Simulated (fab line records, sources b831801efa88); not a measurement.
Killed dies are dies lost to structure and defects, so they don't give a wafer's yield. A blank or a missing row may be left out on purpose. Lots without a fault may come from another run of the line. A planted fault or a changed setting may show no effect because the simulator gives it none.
Chamber matching | flow gf180mcu | GF_MIM_CVD_05 on pecvd-02: 3 sister chambers
The step deposits Si3N4, target thk 42 nm, time 29.086 s. 3 wafers are shown with their chamber, then 8 later ones without.

WAFERS WITH THEIR CHAMBER
wafer  | chamber | heater_power_w (W)
L085.6 | 2       | 687
L090.3 | 1       | 696
L092.1 | 0       | 835

WAFERS WITHOUT THEIR CHAMBER
wafer  | heater_power_w (W)
L092.2 | 596
L092.6 | 808
L093.4 | 762
L093.5 | 680
L093.6 | 644
L096.2 | 580
L096.3 | 701
L096.5 | 608

WHICH CHAMBER EACH WENT THROUGH
wafer  | from the rows above          | in truth
L092.2 | can't be placed: 2 or 1      | 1
L092.6 | can't be placed: 0 or 1 or 2 | 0
L093.4 | can't be placed: 1 or 0 or 2 | 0
L093.5 | can't be placed: 2 or 1      | 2
L093.6 | can't be placed: 2 or 1      | 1
L096.2 | can't be placed: 2 or 1      | 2
L096.3 | can't be placed: 1 or 2      | 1
L096.5 | can't be placed: 2 or 1      | 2
Placed correctly: 0 of 8. Can't be placed from these rows: 8 (the true chamber is among the candidates in 8). Placed wrongly: 0.
How it was worked out, from the rows above alone: a wafer's distance from a chamber is the root of the sum, over the readings, of the square of ((its reading less the chamber's mean) divided by the reading's scatter). The wafer belongs to the nearest chamber; if the next one is less than 2 further off, it can't be placed. A chamber's mean is the mean of its shown wafers. The scatter: with one shown wafer a chamber, the root of the mean of the squares of how far each hidden wafer lies from its nearest shown one.
